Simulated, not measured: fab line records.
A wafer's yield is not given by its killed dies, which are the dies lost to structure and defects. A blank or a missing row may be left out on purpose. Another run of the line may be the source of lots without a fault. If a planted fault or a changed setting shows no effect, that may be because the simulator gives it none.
fab line records ; flow sky130
[record] lots = 15; wafers = 45; lastDay = 50
route steps=708 shown LDD_HVP@287 LI_CONTACT@372 CONTACT@420
lots with no fault: from the same line, run without faults
startH: hours from the record's opening day to when the first of the lot's shown wafers began ; waitH: hours elapsed since this lot's preceding step ; " identical to the entry in the row above ; L1.1+2: a single row standing in for several wafers ; - either no value or no given start ; * or withheld: withheld ; < > ~ a bound
route shown NAME@n: a module of which the file shows steps, and the number in the route of the first ; usual: mean and standard deviation over wafers with no fault ; same: alike in all rows ; chamber/n: place in a boat ; sites: per-site readings ; _std_site: how widely they spread, as a standard deviation ; _edge_site: the outer-site mean with the inner-site mean subtracted ; radiusMm: for every site, how far away it sits from the centre of the wafer ; mask NAME#n: copy n ; behind: the most recent tool/chamber to have shaped the wafer ; hold: cause of the lot's hold/its duration in hours/its outcome ; device: names the non-switching transistor (n, p or np) ; end of line: the same wafers' tests at the end of the route ; for a step that has no rows: nothing shown but its recipe ; killed: at the first sort, the dies lost to defects and structure; wafer yield is something else ; map: per-die view of a wafer (x killed, . not killed, _ where there is no die)
set.NAME: the setting that was run; set.NAME@STEP: the one run at that earlier step ; model.NAME: the simulator's own value behind a step, which no gauge read
one table for each step of the route and one row for each wafer, over a sample of lots
services: from which hour (startH, from the record's first day; less than 0 if before it) a tool's chamber was out of use, for how many hours, and why
[[steps]]
[step SKY_LDD_HVP_STRIP_09]
[recipe] chemistry = O2/N2; powerW = 1400; pressureMtorr = 1500; platenTempC = withheld; o2FlowSccm = 3000; n2FlowSccm = 300; overashFraction = 0.5
[usual] drypumpMotorCurrentA = 5.7/0.56; oesProductAu = 0.409/0.0048; stripTimeToEndpointS = 4.134/0.014
lot.wafer;tool;chamber;startH;waitH;drypumpMotorCurrentA;oesProductAu;rfHoursCounterH;stripTimeToEndpointS
L295.1;plasmaAsher-01;1;494.02;0.1;4.8;0.406;81;4.139
L295.5;plasmaAsher-01;0;494.02;0.1;6.3;0.405;-;4.127
L295.6;plasmaAsher-01;1;494.02;0.1;4.8;0.412;-;4.126
L297.2;plasmaAsher-01;1;507.06;0.1;4.8;0.414;82;4.142
L297.3;plasmaAsher-01;1;507.06;0.1;4.8;0.410;-;4.151
L297.4;plasmaAsher-01;0;507.06;0.1;6.3;0.412;-;4.143
L298.3;plasmaAsher-04;0;520.44;0.1;6.0;0.407;-;4.136
L298.5;plasmaAsher-04;1;520.44;0.1;5.3;0.395;-;4.109
L298.6;plasmaAsher-04;0;520.44;0.1;6.0;0.410;-;4.101
L299.3;plasmaAsher-02;1;535.81;0.1;5.6;0.412;-;4.149
L299.4;plasmaAsher-02;0;535.81;0.1;6.2;0.415;-;4.149
L299.5;plasmaAsher-02;1;535.81;0.1;5.6;0.402;-;4.128
L300.3;plasmaAsher-02;0;539.49;0.1;6.2;0.403;-;4.150
L300.4;plasmaAsher-02;1;539.49;0.1;5.6;0.400;-;4.125
L300.5;plasmaAsher-02;1;539.49;0.1;5.6;0.416;-;4.130
L301.1;plasmaAsher-01;1;542.72;0.1;4.8;0.410;86;4.130
L301.3;plasmaAsher-01;0;542.72;0.1;6.3;0.407;-;4.140
L301.5;plasmaAsher-01;0;542.72;0.1;6.3;0.405;-;4.135
L302.4;plasmaAsher-02;0;552.24;0.1;6.2;0.407;-;4.127
L302.5;plasmaAsher-02;1;552.24;0.1;5.6;0.410;-;4.132
L302.6;plasmaAsher-02;0;552.24;0.1;6.2;0.416;-;4.156
L303.3;plasmaAsher-01;1;564.21;0.1;4.8;0.401;-;4.128
L303.4;plasmaAsher-01;0;564.21;0.1;6.3;0.412;-;4.094
L303.6;plasmaAsher-01;0;564.21;0.1;6.3;0.412;-;4.120
L310.1;plasmaAsher-04;1;643.42;0.1;5.4;0.402;23;4.122
L310.4;plasmaAsher-04;1;643.42;0.1;5.4;0.415;-;4.122
L310.5;plasmaAsher-04;0;643.42;0.1;6.0;0.408;-;4.133
L311.2;plasmaAsher-01;0;646.68;0.1;6.3;0.405;95;4.104
L311.3;plasmaAsher-01;0;646.68;0.1;6.3;0.412;-;4.120
L311.5;plasmaAsher-01;0;646.68;0.1;6.3;0.408;-;4.156
L312.1;plasmaAsher-02;1;661.01;0.1;5.6;0.409;86;4.135
L312.3;plasmaAsher-02;0;661.01;0.1;6.3;0.417;-;4.132
L312.5;plasmaAsher-02;0;661.01;0.1;6.2;0.406;-;4.142
L314.1;plasmaAsher-01;0;662.61;0.1;6.3;0.403;96;4.124
L314.3;plasmaAsher-01;1;662.61;0.1;4.8;0.407;-;4.125
L314.5;plasmaAsher-01;0;662.61;0.1;6.3;0.412;-;4.144
L315.3;plasmaAsher-02;0;672.51;0.1;6.2;0.404;-;4.145
L315.5;plasmaAsher-02;1;672.51;0.1;5.6;0.410;-;4.145
L315.6;plasmaAsher-02;0;672.51;0.1;6.2;0.407;-;4.136
L317.3;plasmaAsher-01;0;680.94;0.1;6.3;0.408;-;4.116
L317.4;plasmaAsher-01;1;680.94;0.1;4.8;0.410;-;4.124
L317.5;plasmaAsher-01;1;680.94;0.1;4.8;0.404;-;4.118
L318.1;plasmaAsher-01;1;688.16;0.1;4.8;0.404;99;4.137
L318.4;plasmaAsher-01;0;688.16;0.1;6.3;0.408;-;4.139
L318.5;plasmaAsher-01;0;688.16;0.1;6.3;0.402;-;4.136
[step SKY_LI_CONTACT_PEB_10]
[recipe] pebTempC = withheld; pebTimeS = withheld; resist = KrF-thick
[usual] chillPlateTempC = *; exhaustPa = 44.9/0.89
lot.wafer;tool;chamber;startH;waitH;chillPlateTempC;exhaustPa
L295.1;lithoTrack-02;0;675;-;*;43.4
L295.5;lithoTrack-02;0;675;-;*;44.2
L295.6;lithoTrack-02;0;675;-;*;44.3
L297.2;lithoTrack-01;0;689;-;*;45.5
L297.3;lithoTrack-01;0;689;-;*;45.2
L297.4;lithoTrack-01;0;689;-;*;44.0
L298.3;lithoTrack-02;0;699;-;*;45.0
L298.5;lithoTrack-02;0;699;-;*;46.6
L298.6;lithoTrack-02;0;699;-;*;45.1
L299.3;lithoTrack-01;0;711;-;*;45.5
L299.4;lithoTrack-01;0;711;-;*;45.7
L299.5;lithoTrack-01;0;711;-;*;43.3
L300.3;lithoTrack-02;0;715;-;*;44.6
L300.4;lithoTrack-02;0;715;-;*;46.9
L300.5;lithoTrack-02;0;715;-;*;44.6
L301.1;lithoTrack-03;-;719;-;-;-
L301.3;lithoTrack-03;-;719;-;-;-
L301.5;lithoTrack-03;-;719;-;-;-
L302.4;lithoTrack-02;-;724;-;-;-
L302.5;lithoTrack-02;-;724;-;-;-
L302.6;lithoTrack-02;-;724;-;-;-
L303.3;lithoTrack-02;-;742;-;-;-
L303.4;lithoTrack-02;-;742;-;-;-
L303.6;lithoTrack-02;-;742;-;-;-
L310.1;lithoTrack-01;0;811;-;*;44.8
L310.4;lithoTrack-01;0;811;-;*;44.9
L310.5;lithoTrack-01;0;811;-;*;43.9
L311.2;lithoTrack-03;0;814;-;*;45.0
L311.3;lithoTrack-03;0;814;-;*;44.5
L311.5;lithoTrack-03;0;815;-;*;44.6
L312.1;lithoTrack-03;0;837;-;*;43.5
L312.3;lithoTrack-03;0;837;-;*;42.8
L312.5;lithoTrack-03;0;837;-;*;44.3
L315.3;lithoTrack-01;0;838;-;*;42.9
L315.5;lithoTrack-01;0;838;-;*;44.4
L315.6;lithoTrack-01;0;838;-;*;44.2
L314.1;lithoTrack-03;0;838;-;*;44.5
L314.3;lithoTrack-03;0;838;-;*;46.0
L314.5;lithoTrack-03;0;838;-;*;44.9
L317.3;lithoTrack-03;0;845;-;*;45.5
L317.4;lithoTrack-03;0;845;-;*;45.2
L317.5;lithoTrack-03;0;845;-;*;44.5
L318.1;lithoTrack-02;0;851;-;*;44.1
L318.4;lithoTrack-02;0;851;-;*;44.9
L318.5;lithoTrack-02;0;851;-;*;45.3
[step SKY_LI_CONTACT_SPUTTER_20]
[recipe] material = TiN; targetThkNm = 20; chamberPressurePa = 5; powerW = 4000; timeS = 80
[usual] throttleValvePct = 30.3/1.1
lot.wafer;tool;chamber;startH;waitH;throttleValvePct
L295.1;pvdSputter-02;-;676.81;0.0;29.9
L295.5;pvdSputter-02;-;676.81;0.0;29.9
L295.6;pvdSputter-02;-;676.81;0.0;31.0
L297.2;pvdSputter-04;-;690.16;0.0;28.2
L297.3;pvdSputter-04;-;690.16;0.0;31.8
L297.4;pvdSputter-04;-;690.16;0.0;30.3
L298.3;pvdSputter-04;-;699.99;0.0;32.3
L298.5;pvdSputter-04;-;699.99;0.0;31.7
L298.6;pvdSputter-04;-;699.99;0.0;30.6
L299.3;pvdSputter-01;-;712.21;0.0;28.2
L299.4;pvdSputter-01;-;712.21;0.0;29.2
L299.5;pvdSputter-01;-;712.21;0.0;28.6
L300.3;pvdSputter-04;-;716.21;0.0;30.3
L300.4;pvdSputter-04;-;716.21;0.0;31.9
L300.5;pvdSputter-04;-;716.21;0.0;30.3
L301.1;pvdSputter-04;-;720.37;0.0;32.4
L301.3;pvdSputter-04;-;720.37;0.0;30.3
L301.5;pvdSputter-04;-;720.37;0.0;30.3
L302.4;pvdSputter-02;-;725.66;0.0;30.2
L302.5;pvdSputter-02;-;725.66;0.0;30.1
L302.6;pvdSputter-02;-;725.66;0.0;29.8
L303.3;pvdSputter-01;-;743.19;0.0;28.3
L303.4;pvdSputter-01;-;743.19;0.0;28.4
L303.6;pvdSputter-01;-;743.19;0.0;31.2
L310.1;pvdSputter-04;-;812.88;0.0;28.1
L310.4;pvdSputter-04;-;812.88;0.0;30.3
L310.5;pvdSputter-04;-;812.88;0.0;31.8
L311.2;pvdSputter-02;-;815.92;0.0;29.9
L311.3;pvdSputter-02;-;815.92;0.0;29.9
L311.5;pvdSputter-02;-;815.92;0.0;31.1
L312.1;pvdSputter-02;-;838.59;0.0;29.9
L312.3;pvdSputter-02;-;838.59;0.0;30.1
L312.5;pvdSputter-02;-;838.59;0.0;29.9
L315.3;pvdSputter-02;-;839.46;0.0;31.1
L315.5;pvdSputter-02;-;839.46;0.0;30.0
L315.6;pvdSputter-02;-;839.46;0.0;30.1
L314.1;pvdSputter-01;-;839.74;0.0;30.9
L314.3;pvdSputter-01;-;839.74;0.0;29.3
L314.5;pvdSputter-01;-;839.74;0.0;29.2
L317.3;pvdSputter-02;-;846.14;0.0;31.3
L317.4;pvdSputter-02;-;846.14;0.0;29.8
L317.5;pvdSputter-02;-;846.14;0.0;29.7
L318.1;pvdSputter-02;-;852.54;0.0;30.1
L318.4;pvdSputter-02;-;852.54;0.0;29.8
L318.5;pvdSputter-02;-;852.54;0.0;30.0
[step SKY_CONTACT_CD_MEAS_14]
[recipe] targetCdNm = 170
[usual] cdNm = 170.0/1.5
lot.wafer;tool;chamber;startH;waitH;cdNm
L295.1;cdSem-01;-;740.79;-;170.2
L295.5;cdSem-01;-;740.79;-;171.5
L295.6;cdSem-01;-;740.79;-;171.1
L297.2;cdSem-01;-;747.46;-;169.1
L297.3;cdSem-01;-;747.46;-;167.8
L297.4;cdSem-01;-;747.46;-;169.6
L298.3;cdSem-02;-;754.13;-;168.8
L298.5;cdSem-02;-;754.13;-;169.2
L298.6;cdSem-02;-;754.13;-;171.0
L299.3;cdSem-02;-;772.08;-;173.0
L299.4;cdSem-02;-;772.08;-;173.9
L299.5;cdSem-02;-;772.08;-;172.7
L300.3;cdSem-02;-;773.48;-;170.1
L300.4;cdSem-02;-;773.48;-;168.7
L300.5;cdSem-02;-;773.48;-;171.6
L310.1;cdSem-01;-;867.12;-;168.7
L310.4;cdSem-01;-;867.12;-;168.3
L310.5;cdSem-01;-;867.12;-;167.9
L311.2;cdSem-02;-;870.86;-;170.5
L311.3;cdSem-02;-;870.86;-;169.7
L311.5;cdSem-02;-;870.86;-;170.2
L312.1;cdSem-01;-;893.12;-;170.3
L312.3;cdSem-01;-;893.12;-;169.5
L312.5;cdSem-01;-;893.12;-;170.4
L315.3;cdSem-02;-;893.93;-;170.6
L315.5;cdSem-02;-;893.93;-;169.5
L315.6;cdSem-02;-;893.93;-;170.4
L314.1;cdSem-02;-;894.27;-;169.1
L314.3;cdSem-02;-;894.27;-;169.1
L314.5;cdSem-02;-;894.27;-;169.0
L317.3;cdSem-01;-;899.93;-;169.8
L317.4;cdSem-01;-;899.93;-;170.6
L317.5;cdSem-01;-;899.93;-;169.1
L318.1;cdSem-01;-;905.64;-;168.3
L318.4;cdSem-01;-;905.64;-;169.0
L318.5;cdSem-01;-;905.64;-;168.2
[[services]]
tool;chamber;startH;hours;kind
pvdSputter-01;-;540.54;0.6;repair
plasmaAsher-01;-;580.32;5.3;repair
pvdSputter-02;-;590.45;0.8;repair
plasmaAsher-01;-;614.11;7.3;repair
plasmaAsher-04;-;616.78;2.7;repair
plasmaAsher-02;-;618.78;1.1;repair
plasmaAsher-04;-;674.46;8.6;repair
pvdSputter-02;-;707.88;2.7;repair
plasmaAsher-01;-;733.75;9.0;pm
plasmaAsher-01;0;733.75;9.0;ventCycle
plasmaAsher-01;1;733.75;9.0;ventCycle
plasmaAsher-01;0;742.75;-;clean
plasmaAsher-01;1;742.75;-;clean
plasmaAsher-01;-;746.86;4.0;repair
pvdSputter-04;-;749.98;5.7;repair
plasmaAsher-02;-;781.52;1.0;repair
pvdSputter-01;-;805.42;8.1;repair
pvdSputter-01;-;806.62;2.3;repair
plasmaAsher-02;-;837.83;1.2;repair
plasmaAsher-04;-;837.98;1.5;repair
pvdSputter-04;-;838.53;7.8;repair
plasmaAsher-01;-;844.24;4.9;repair
plasmaAsher-01;-;850.59;5.1;repair
[[key]]
[firstSign] step = SKY_LI_CONTACT_PEB_10; reading = toolRecord; direction = missing
effect none on later readings
metAt SKY_LI_CONTACT_PEB_10
struckLots L301,L302,L303
laterRowsLeftOut L301.1,L301.3,L301.5,L302.4,L302.5,L302.6,L303.3,L303.4,L303.6
sortLeftOut L301.1,L301.3,L301.5,L302.4,L302.5,L302.6,L303.3,L303.4,L303.6
testerLeftOut L301,L302,L303
notActingAt SKY_LDD_HVP_STRIP_09,SKY_LI_CONTACT_SPUTTER_20,SKY_CONTACT_CD_MEAS_14
onsetBetween 715 719
[fault] kind = skippedStepWhole; tool = lithoTrack-02,lithoTrack-03; chamber = -; onsetH = 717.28; steps = SKY_LI_CONTACT_PEB_10; scope = struckLotsOnly
// testerLeftOut: of these lots the tester's yield and bins aren't shown, on N5 and GAA mostly nor the transistor test; their killed dies are dies lost to structure and defects alone, not to doping, threshold or leakage, so they don't give the yield
// sortLeftOut: the simulated sort isn't trusted on such a fault, so these wafers' sort isn't shown, and their yield isn't known
// laterRowsLeftOut: the simulator's readings of these wafers behind a module that went badly wrong aren't trusted and aren't shown, but for the sort
